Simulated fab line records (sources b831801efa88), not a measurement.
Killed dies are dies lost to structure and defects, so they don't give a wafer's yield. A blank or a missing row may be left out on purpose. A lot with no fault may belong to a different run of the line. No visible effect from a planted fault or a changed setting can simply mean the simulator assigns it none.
Matching of chambers    flow gf180mcu    4 sister chambers for GF_PASSIVATION_ETCH_11 on rieDiel-02
The step etches the open film in CF4/O2, stops on TiN, target depth 1800 nm, time 400 s. 20 wafers are shown with their chamber, then 10 later ones without.

## WAFERS WITH THEIR CHAMBER
wafer   chamber  drypumpMotorCurrentA (A)  oesProductAu (a.u.)  throttleValvePct (%)
L074.4  0        5.6                       0.966                5.948
L074.5  2        5.2                       0.965                5.966
L074.6  3        6.5                       0.963                5.957
L075.1  2        5.3                       0.964                5.950
L075.2  1        5.6                       0.958                5.951
L075.3  0        5.7                       0.963                5.977
L075.4  3        6.5                       0.984                5.975
L075.5  3        6.5                       0.970                5.961
L075.6  2        5.3                       0.978                5.980
L082.2  1        5.6                       0.961                5.958
L082.5  2        5.2                       0.969                5.968
L082.6  1        5.6                       0.969                5.953
L086.1  0        5.6                       0.954                5.974
L086.4  3        6.5                       0.971                5.960
L086.6  2        5.2                       0.966                5.956
L087.1  3        6.5                       0.964                5.962
L087.2  0        5.6                       0.961                5.965
L087.4  2        5.3                       0.976                5.965
L091.2  3        6.6                       0.965                5.970
L091.4  2        5.2                       0.971                5.953

SIGNATURES (averages over the wafers above)
reading               chamber 0  chamber 1  chamber 2  chamber 3  scatter within a chamber
drypumpMotorCurrentA  5.625      5.600      5.243      6.517      0.0454
oesProductAu          0.96100    0.96267    0.96986    0.96950    0.00626
throttleValvePct      5.96600    5.95400    5.96257    5.96417    0.0094
Rule: for each reading, subtract the chamber's mean from the wafer's reading, divide by that reading's scatter and square the result; add these up over the readings and take the root, which gives the wafer's distance from the chamber. If the next closest chamber is less than 2 further off than the closest, the wafer can't be placed; otherwise it belongs to the closest. The scatter is the square root of a quotient: the sum, over the shown wafers, of each reading's squared deviation from its chamber's mean, divided by wafers minus chambers.

## WAFERS WITHOUT THEIR CHAMBER
wafer   drypumpMotorCurrentA (A)  oesProductAu (a.u.)  throttleValvePct (%)
L091.5  6.5                       0.966                5.949
L093.3  5.6                       0.963                5.976
L093.5  5.6                       0.970                5.949
L093.6  5.6                       0.966                5.966
L095.1  5.2                       0.961                5.976
L095.2  5.6                       0.955                5.963
L095.3  5.6                       0.966                5.960
L097.1  5.6                       0.967                5.945
L097.5  5.6                       0.963                5.966
L097.6  6.5                       0.954                5.974

## THE CHAMBER EACH PASSED THROUGH
wafer   from the rows above      in truth
L091.5  3                        3
L093.3  can't be placed: 0 or 1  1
L093.5  can't be placed: 1 or 0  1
L093.6  can't be placed: 0 or 1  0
L095.1  2                        2
L095.2  can't be placed: 0 or 1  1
L095.3  can't be placed: 1 or 0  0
L097.1  can't be placed: 1 or 0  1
L097.5  can't be placed: 0 or 1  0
L097.6  3                        3
Placed correctly: 3 of 10. Not placeable from these rows: 7 (in 7, the candidates include the true chamber). Placed wrongly: 0.
